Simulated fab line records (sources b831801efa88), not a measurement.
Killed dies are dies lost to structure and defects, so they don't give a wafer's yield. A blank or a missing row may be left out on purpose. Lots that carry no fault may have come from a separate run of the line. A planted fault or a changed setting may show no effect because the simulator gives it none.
Struck lot and sound lot, side by side ; flow sky130 ; 14 out of 708 route steps
Sound: wafers L558.2, L558.3, L558.4. The struck wafers were L547.1, L547.3, L547.5. The cause comes at the end.
For every step that has rows: the tool of each side, followed by ch and its chambers, followed by its first start. Under that, the readings that differ: sound wafers ; struck wafers ; difference of the means ; sigmas: that difference in standard deviations of wafers without a fault.
alike: readings whose means differ by less than 2 such deviations, and words and numbers that are the same on both sides. not compared: withheld readings, readings that some wafer has no value for, bounds like >300 that may hide the same value, and numbers for which the record gives no deviation and whose values overlap.
The two part at a step that has a row with sigmas, a row that says differs or no value, or rows on one side only. Non-overlapping numbers with no deviation appear without sigmas and do not part them. A reading missing from all wafers of one side parts the sides only when that side holds two or more wafers.

first, 2 steps without rows for these wafers: SKY_VIA4_PEB_09; SKY_VIA4_DEVELOP_10 (develop time 60 s).
SKY_VIA4_OVL_MEAS_11:
  sound on overlay-01, day 47 16:03; struck on overlay-02, day 44 11:42
  alike: VIA4_OVL
SKY_VIA4_ETCH_12: etches SiO2 in C4F8/O2/Ar, stops on TiN, target depth 580 nm.
  sound on rie diel-01 ch 0,1,3, day 47 16:05; struck on rie diel-01 ch 1,3, day 44 11:44
  alike: oes product au
SKY_VIA4_STRIP_13: strips in O2/N2.
  sound on plasma asher-04 ch 0,1, day 47 16:10; struck on plasma asher-03 ch 0,1, day 44 11:49
  alike: drypump motor current A, oes product au, strip time to endpoint s
  not compared: rf hours counter h
then, 3 steps without rows for these wafers: SKY_VIA4_STRIP_14 (strips in post etch residue remover, time 1200 s); SKY_VIA4_CLEAN_15 (cleans in IPA, time 180 s); SKY_VIA4_CLEAN_16 (cleans in O3/DIW).
SKY_VIA4_SPUTTER_17: material TiN, target thk 20 nm, time 80 s.
  sound on pvd sputter-02, day 47 16:45; struck on pvd sputter-02, day 44 12:24
  alike: throttle valve pct
SKY_VIA4_CVD_18: deposits W, target thk 505 nm, time 152.14 s.
  sound on cvd w-02 ch 0,1, day 47 16:49; struck on cvd w-01 ch 0,1, day 44 12:28
  alike: heater power w
SKY_VIA4_RS_MEAS_19: measures by four-point-probe.
  sound on film metro-02, day 47 16:59; struck on film metro-04, day 44 12:37
  alike: VIA4_W_RS
SKY_VIA4_THK_MEAS_20: measures by xrf.
  sound on film metro-02, day 47 17:05; struck on film metro-04, day 44 12:44
  alike: VIA4_W_THK
SKY_VIA4_CMP_21: polishes, stops on SiO2, t overpolish 25 s, target thk 0 nm.
  sound on cmp-02 ch 0,1,3, day 47 17:17; struck on cmp-02 ch 0,2, day 44 12:47
  no value came back on the struck wafers for any of 6 readings (edge zone pressure frac, head pressure psi (psi) and others); on the sound wafers edge zone pressure frac reads 0.989 0.992 1.004
reading;sound;struck;difference;sigmas
model.W_of_VIA4_CVD_18.thk nm (nm);0 0 0;503.3 500.7 527;+510.3;
model.SiO2_of_VIA4_HDPCVD_00.thk nm (nm);575.1 572.4 573.7;581.1 579.3 579;+6.1;
-- the record jumps here: 3 days lie between the struck wafers' starts before and after (it left off in module VIA4 and takes up again in module PAD_OPEN, whose first step shown is number 708 of the route) --
SKY_PAD_OPEN_PROBE_99:
  sound on prober-02, day 50 04:17; struck on prober-02, day 47 07:23
reading;sound;struck;difference;sigmas
defect limited yield (%);79.7 83.7 80.1;0 0 0;-81;-43
killed_at_M4_up;4 4 5;406 398 411;+401;+99 or more
killed dies;100 80 98;492 492 492;+399;+42
killed on rim;18 11 17;96 96 96;+81;+21
sort_bin_3_pad_short (%);1.0 1.6 1.0;83.1 80.9 83.9;+81.4;+99 or more
sort n pass;392 412 394;0 0 0;-399;-42
sort yield pct (%);79.7 83.7 80.1;0 0 0;-81;-43
  alike: killed_at_M0_to_M3, killed at contacts, killed at front end, killed at other, killed open, killed short, sort_bin_5_function, sort_bin_6_memory

WHERE THEY PART
Last at SKY_PAD_OPEN_PROBE_99 as far as this record goes, first at SKY_VIA4_CMP_21.

WHY: what had been put in by the simulator
Step skipped in full: cmp-02, at SKY_VIA4_CMP_21, from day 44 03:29 onward. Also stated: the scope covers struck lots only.
